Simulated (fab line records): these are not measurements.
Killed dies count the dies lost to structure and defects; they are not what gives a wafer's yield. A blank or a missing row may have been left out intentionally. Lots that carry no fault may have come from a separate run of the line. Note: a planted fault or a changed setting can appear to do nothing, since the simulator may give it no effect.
The tool behind it: which one? | flow gf180mcu | Sampling: 14 lots, 42 wafers, 4 of 602 route steps

## WHAT THE GAUGES READ, wafer by wafer
GF_MVSD_TW_MEAS_11.
lot  | measured     | on            | MVSD_TW
L138 | day 4 12:07  | film metro-04 | 1586 1586 1578
L139 | day 4 17:50  | film metro-04 | 1577 1570 1582
L140 | day 4 21:52  | film metro-04 | 1578 1580 1580
L141 | day 5 05:00  | film metro-01 | 1589 1585 1599
L143 | day 5 16:34  | film metro-03 | 1549 1551 1554
L144 | day 5 22:11  | film metro-04 | 1589 1595 1588
L145 | day 6 01:59  | film metro-01 | 1589 1578 1575
L146 | day 6 11:54  | film metro-01 | 1579 1589 1582
L148 | day 6 21:59  | film metro-03 | 1552 1548 1547
L149 | day 7 04:35  | film metro-01 | 1583 1577 1586
L156 | day 8 18:05  | film metro-04 | 1596 1599 1593
L157 | day 9 01:27  | film metro-03 | 1557 1556 1553
L158 | day 9 06:44  | film metro-03 | 1557 1555 1543
L161 | day 10 00:28 | film metro-03 | 1564 1557 1557

GF_VT_IMPLANT_OVL_MEAS_40.
lot  | measured     | on         | VT_IMPLANT_03_OVL (nm)
L138 | day 7 14:11  | overlay-01 | 1.4 1.3 2.1
L139 | day 7 20:41  | overlay-02 | 0.9 -2.1 -0.3
L140 | day 8 02:35  | overlay-02 | 0.1 -2.0 -1.7
L141 | day 8 09:43  | overlay-02 | 1.3 0.7 1.6
L143 | day 8 23:05  | overlay-01 | -0.8 -0.1 0.1
L144 | day 9 05:57  | overlay-02 | 2.8 0.8 1.2
L145 | day 9 10:52  | overlay-01 | 0.3 1.6 -0.9
L146 | day 9 22:37  | overlay-02 | -0.3 -0.4 0.9
L148 | day 10 09:06 | overlay-01 | -1.1 -1.2 0.0
L149 | day 10 17:04 | overlay-02 | -0.1 -3.3 0.4
L156 | day 12 13:12 | overlay-01 | -0.6 -1.4 -1.0
L157 | day 12 20:28 | overlay-01 | 0.3 -1.4 -0.1
L158 | day 13 04:01 | overlay-02 | 0.1 2.0 1.2
L161 | day 13 22:41 | overlay-02 | 1.8 1.1 -1.0

GF_POLY_GATE_CD_MEAS_10: target cd 280 nm.
lot  | measured     | on        | cd nm (nm)
L138 | day 9 04:56  | cd sem-01 | 279.2 280.0 279.0
L139 | day 9 11:43  | cd sem-01 | 281.0 281.0 281.4
L140 | day 9 19:11  | cd sem-01 | 279.5 279.6 278.6
L141 | day 10 02:56 | cd sem-02 | 279.8 279.6 280.9
L143 | day 10 16:59 | cd sem-01 | 281.4 280.6 279.6
L144 | day 11 00:16 | cd sem-02 | 280.1 279.1 279.4
L145 | day 11 07:08 | cd sem-02 | 279.3 279.3 280.9
L146 | day 11 18:39 | cd sem-01 | 280.4 279.7 279.0
L148 | day 12 08:56 | cd sem-02 | 281.1 281.1 281.5
L149 | day 12 11:55 | cd sem-01 | 279.6 280.7 279.7
L156 | day 14 13:57 | cd sem-02 | 279.7 280.5 279.6
L157 | day 15 00:52 | cd sem-01 | 280.7 279.5 279.8
L158 | day 15 07:41 | cd sem-01 | 279.9 279.4 278.8
L161 | day 16 00:39 | cd sem-02 | 282.7 280.9 281.0

## WHAT TOOL EACH LOT RAN ON (gives the tool, then ch and the chambers of the sampled wafers, and finally the start)
lot  | GF_VT_IMPLANT_IMPLANT_19
L138 | implanter-03 ch 0, day 6 06:34
L139 | implanter-03 ch 0, day 6 13:13
L140 | implanter-01 ch 0, day 6 18:53
L141 | implanter-04 ch 0, day 7 02:04
L143 | implanter-01 ch 0, day 7 14:36
L144 | implanter-03 ch 0, day 7 20:42
L145 | implanter-04 ch 0, day 8 01:11
L146 | implanter-01 ch 0, day 8 11:41
L148 | implanter-01 ch 0, day 8 22:28
L149 | implanter-01 ch 0, day 9 05:41
L156 | implanter-04 ch 0, day 10 23:03
L157 | implanter-04 ch 0, day 11 05:18
L158 | implanter-01 ch 0, day 11 13:36
L161 | implanter-03 ch 0, day 12 07:32
- GF_VT_IMPLANT_IMPLANT_19

## AS READ BY THE TOOLS THEMSELVES (means over the sampled wafers that have a number; for cases with no such wafer, the mark the record gives instead)
GF_VT_IMPLANT_IMPLANT_19.
lot  | tool         | dose ions cm2
L138 | implanter-03 | 4.35e+12
L139 | implanter-03 | 4.35e+12
L140 | implanter-01 | 4.35e+12
L141 | implanter-04 | 4.35e+12
L143 | implanter-01 | 4.35e+12
L144 | implanter-03 | 4.35e+12
L145 | implanter-04 | 4.35e+12
L146 | implanter-01 | 4.35e+12
L148 | implanter-01 | 4.35e+12
L149 | implanter-01 | 4.35e+12
L156 | implanter-04 | 4.17e+12
L157 | implanter-04 | 4.17e+12
L158 | implanter-01 | 4.35e+12
L161 | implanter-03 | 4.36e+12

## THE ANSWER, worked out from the rows above alone
Rule: the usual values come from the lots themselves. The widest of any qualifying gaps counts: lots, ordered by their means at a reading, are off when they make up no more than a third of the lots, leave a main group of 4 or more, and stand apart from it by 3 or more times the standard deviation of that group's means. Not used: any main group whose means are identical at the precision the tables above print for the reading. Also off: a lot with no number at a reading for which 4 or more lots have one. The other lots that the step has rows for count as sound. The gauges are gone through in route order, then the tools' own readings, and for those a lot's mean is taken as printed above. At the first step where some lot is off, the reading lying furthest off is the one used; lots without a number count as furthest.
Off at GF_VT_IMPLANT_IMPLANT_19 (dose ions cm2): L156, L157. For the main group the mean is 4.35e+12 and the standard deviation 2.8e+09.
If a tool, at that step or one of the process steps before it, ran each lot that is off and ran no sound lot following the first of them, it fits. One fits: GF_VT_IMPLANT_IMPLANT_19 on implanter-04. Its last sound lot is L145 (day 8 01:11), its first lot that is off L156 (day 10 23:03): a fault that began between those two fits.
The tool's own readings at GF_VT_IMPLANT_IMPLANT_19 bear it out: on the lots that are off they differ by more than 5 times the standard deviation of the sound lots' means. dose ions cm2 reads 4.17e+12 there against 4.35e+12 on the sound lots.

## WHAT THE SIMULATOR HAD PUT IN
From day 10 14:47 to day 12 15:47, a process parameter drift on implanter-04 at GF_VT_IMPLANT_IMPLANT_19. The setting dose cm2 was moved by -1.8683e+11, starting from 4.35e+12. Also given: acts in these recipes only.
Struck lots among those shown: L156, L157. The rule given above showed the same thing.
